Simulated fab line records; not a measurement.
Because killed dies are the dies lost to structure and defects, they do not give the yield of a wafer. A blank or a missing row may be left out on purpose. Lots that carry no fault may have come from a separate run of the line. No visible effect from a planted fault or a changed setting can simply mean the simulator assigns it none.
Chamber matching    flow sky130    SKY_CONTACT_ETCH_16 on rieDiel-02 has 4 sister chambers
The step etches BARC in N2/H2, stops on SiO2, time 45.9 s, target depth 60 nm. 7 wafers are shown with their chamber, then 8 later ones without.

## EACH WAFER AND ITS CHAMBER
wafer   chamber  throttleValvePct (%)  oesProductAu (a.u.)
L505.2  0        13.226                0.853
L505.4  2        13.219                0.862
L506.3  0        13.234                0.856
L509.3  2        13.232                0.854
L509.4  3        13.219                0.851
L507.3  1        13.215                0.855
L507.5  1        13.226                0.854

## WAFERS WITH NO CHAMBER GIVEN
wafer   throttleValvePct (%)  oesProductAu (a.u.)
L507.6  13.221                0.851
L520.2  13.219                0.872
L521.2  13.234                0.852
L521.3  13.213                0.859
L521.4  13.229                0.863
L523.1  13.227                0.847
L523.5  13.238                0.857
L523.6  13.208                0.852

## THE CHAMBER EACH PASSED THROUGH
wafer   from the rows above                in truth
L507.6  can't be placed: 3 or 1 or 0 or 2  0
L520.2  can't be placed: 2 or 1 or 0 or 3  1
L521.2  can't be placed: 0 or 1 or 3 or 2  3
L521.3  can't be placed: 1 or 2 or 3 or 0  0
L521.4  can't be placed: 2 or 0 or 1       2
L523.1  can't be placed: 3 or 0 or 1 or 2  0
L523.5  can't be placed: 0 or 2 or 1 or 3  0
L523.6  can't be placed: 3 or 1 or 2 or 0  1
Placed correctly: 0 of 8. Not placeable from these rows: 8 (in 8, the candidates include the true chamber). Number placed wrongly: 0.
How it was worked out, from the rows above alone: a wafer's distance from a chamber is the root of the sum, over the readings, of the square of ((its reading less the chamber's mean) divided by the reading's scatter). The wafer belongs to the nearest chamber; if the next one is less than 2 further off, it can't be placed. Each chamber's mean is taken over the wafers shown for it. The scatter: the root of (the sum of the squares of (reading less its chamber's mean) over the shown wafers, divided by (wafers less chambers)).
